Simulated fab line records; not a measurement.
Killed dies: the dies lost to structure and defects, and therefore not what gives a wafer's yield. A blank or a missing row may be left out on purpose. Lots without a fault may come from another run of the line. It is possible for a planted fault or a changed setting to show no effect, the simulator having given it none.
Check for tools in common | flow gf180mcu | Sampled: 13 lots, 48 wafers

THE REASON FOR OPENING IT
Of 13 lots, 3 have the reading STI_CVD_23_THK flagged at GF_STI_THK_MEAS_24. Wafers without a fault read 647 nm, standard deviation 7.5.
Rule: flag the lot when none of its wafers has a number, or when each of its wafers that has one lies beyond 4 standard deviations from that mean. The other lots count as sound.

lot  | measured    | on            | STI_CVD_23_THK (nm), wafer by wafer | flag
L521 | day 2 08:47 | film_metro-02 | 650 646 646                         |
L522 | day 2 13:49 | film_metro-03 | 647 635 642                         |
L524 | day 2 23:47 | film_metro-04 | 637 651 657                         |
L526 | day 3 09:59 | film_metro-02 | 648 649 642                         |
L527 | day 3 15:29 | film_metro-02 | 644 646 642                         |
L528 | day 3 20:56 | film_metro-04 | 647 652 652                         |
L529 | day 4 02:05 | film_metro-04 | 659 658 668                         |
L530 | day 4 08:19 | film_metro-04 | 642 654 634                         |
L531 | day 4 12:07 | film_metro-03 | 640 652 638                         |
L532 | day 4 17:23 | film_metro-04 | 648 644 650                         |
L535 | day 5 08:33 | film_metro-04 | 496 487 494 496 487 493             | FLAGGED
L536 | day 5 13:49 | film_metro-03 | 495 480 491 495 481 491             | FLAGGED
L537 | day 5 20:11 | film_metro-04 | 495 499 505 494 499 505             | FLAGGED
The mean of the flagged lots' numbers is 494 nm, -154 nm from the usual (-20 standard deviations).

TOOL THAT RAN EACH LOT
The record holds 1 process step before the reading, out of a route of 602 steps. In each cell: the tool, then ch and the chambers that the sampled wafers went through, then the start.
lot  | flag    | GF_STI_CVD_23
L521 |         | hdpcvd-01 ch 0,1,2, day 2 08:42
L522 |         | hdpcvd-02 ch 0, day 2 13:42
L524 |         | hdpcvd-02 ch 0,1, day 2 23:42
L526 |         | hdpcvd-02 ch 0,2, day 3 09:53
L527 |         | hdpcvd-01 ch 0,2, day 3 15:24
L528 |         | hdpcvd-01 ch 0,2, day 3 20:50
L529 |         | hdpcvd-02 ch 0,1,2, day 4 02:01
L530 |         | hdpcvd-01 ch 0,1, day 4 08:14
L531 |         | hdpcvd-01 ch 0,1,2, day 4 12:03
L532 |         | hdpcvd-02 ch 0,2, day 4 17:18
L535 | FLAGGED | hdpcvd-02 ch 0,1,2, day 5 08:29
L536 | FLAGGED | hdpcvd-02 ch 0,1,2, day 5 13:44
L537 | FLAGGED | hdpcvd-02 ch 0,1,2, day 5 20:07
What the steps here do:
- GF_STI_CVD_23: deposits SiO2, target thk 650 nm, time 108.3 s.
- GF_STI_THK_MEAS_24

FLAGGED AGAINST TOTAL, ONE TOOL AT A TIME (gauges that did the reading follow at the end)
step               | tool          | lots run | flagged | share of the flagged lots | sound lots run after its first flagged lot
GF_STI_CVD_23      | hdpcvd-01     | 5        | 0       | none                      | -
GF_STI_CVD_23      | hdpcvd-02     | 8        | 3       | all                       | 0
GF_STI_THK_MEAS_24 | film_metro-02 | 3        | 0       | none                      | -
GF_STI_THK_MEAS_24 | film_metro-03 | 3        | 1       | some                      | 0
GF_STI_THK_MEAS_24 | film_metro-04 | 7        | 2       | some                      | 0

WHAT THE TABLE PERMITS
All flagged lots share 1 row of the table, namely hdpcvd-02 at GF_STI_CVD_23.
- hdpcvd-02 at GF_STI_CVD_23: 3 of its 8 lots flagged. A fault beginning between L532 (day 4 17:18), its last sound lot, and L535 (day 5 08:29), its first flagged one, fits the data.
What remains is a single tool, hdpcvd-02 at GF_STI_CVD_23.

WHAT THE SIMULATOR HAD INSERTED
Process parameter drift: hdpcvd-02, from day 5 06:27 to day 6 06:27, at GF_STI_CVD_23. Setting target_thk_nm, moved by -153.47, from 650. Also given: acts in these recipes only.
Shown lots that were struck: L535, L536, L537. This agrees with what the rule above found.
